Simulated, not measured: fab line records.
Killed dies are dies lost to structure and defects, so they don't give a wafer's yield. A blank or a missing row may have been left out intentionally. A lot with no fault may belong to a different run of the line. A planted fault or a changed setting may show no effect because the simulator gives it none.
2 desks, one fault :: flow gf180mcu :: every desk sees just its own numbers, and what lay behind them comes last

## METROLOGY DESK
What the gauges read for every lot (on any tool): the sampled wafers with a number, averaged. The brackets show how far a lot's mean lies from the usual mean; more than 4 standard deviations puts the lot out of limits, marked OUT.
Columns: A = STI_CVD_03_THK at GF_STI_THK_MEAS_04, usual 195.9 nm; B = V3_OVL at GF_V3_OVL_MEAS_15, usual 0 nm; C = cd-nm at GF_V4_CD_MEAS_14, usual 259.6 nm
lot: L156
first seen here: day 1 14:12
A: 193.7
B: 6
C: 261.0

lot: L157
first seen here: day 1 18:34
A: 196.2
B: 3
C: 259.5

lot: L159
first seen here: day 2 06:37
A: 197.4
B: 8
C: 259.3

lot: L160
first seen here: day 2 09:34
A: 196.8
B: -4
C: 259.8

lot: L164
first seen here: day 3 07:03
A: 240.0 (+22) OUT
B: 13
C: 257.5

lot: L165
first seen here: day 3 10:35
A: 238.8 (+21) OUT
B: 3
C: 261.7

lot: L166
first seen here: day 3 15:34
A: 238.6 (+21) OUT
B: -7
C: 260.7

lot: L169
first seen here: day 4 07:53
A: 198.2
B: -6
C: 260.3

lot: L172
first seen here: day 5 01:08
A: 198.6
B: 11
C: 259.5

lot: L175
first seen here: day 5 17:41
A: 195.7
B: -9
C: 259.3

lot: L178
first seen here: day 6 05:32
A: 195.9
B: 0
C: 259.6

lot: L179
first seen here: day 6 08:34
A: 193.6
B: 2
C: 258.9
This desk finds L164, L165, L166 out of limits, with the earliest case on L164 at day 3 07:03 (STI_CVD_03_THK at GF_STI_THK_MEAS_04). In limits: L156, L157, L159, L160, L169, L172, L175, L178, L179.

## TOOL OWNER'S DESK, lpcvd-01
The tool's own readings at GF_STI_CVD_03 (deposits Si3N4 from DCS/NH3, target thk 207.16 nm, time 3551 s): means of the sampled wafers that have a number, for each lot that ran on this tool. The brackets show how far a lot's mean lies from the usual mean; more than 4 standard deviations puts the lot out of limits, marked OUT.
Columns: A = spike-tc-upper-C at GF_STI_CVD_03, usual 767.4 C
lot: L157
first seen here: day 1 16:34
A: 769.0

lot: L160
first seen here: day 2 07:34
A: 767.5

lot: L164
first seen here: day 3 05:04
A: 768.9

lot: L165
first seen here: day 3 08:34
A: 768.7

lot: L166
first seen here: day 3 13:35
A: 766.4

lot: L178
first seen here: day 6 03:32
A: 766.9
This desk's verdict: no lot among the 6 shows anything out of limits.

## TAKEN TOGETHER
L164, L165, L166 would have let the metrology desk raise an alarm at day 3 07:03.
The tool owner's desk saw nothing out of limits.
Tool owner's desk: L164, L165, L166 on record, inside its limits.
On lpcvd-01, each named lot ran GF_STI_CVD_03.

## WHAT THE SIMULATOR HAD INSERTED
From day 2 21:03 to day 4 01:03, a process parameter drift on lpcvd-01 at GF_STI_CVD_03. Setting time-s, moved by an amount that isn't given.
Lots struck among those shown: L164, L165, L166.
Per desk, hours elapsed from the start of the fault to the first reading out of limits: for the metrology desk, 10.
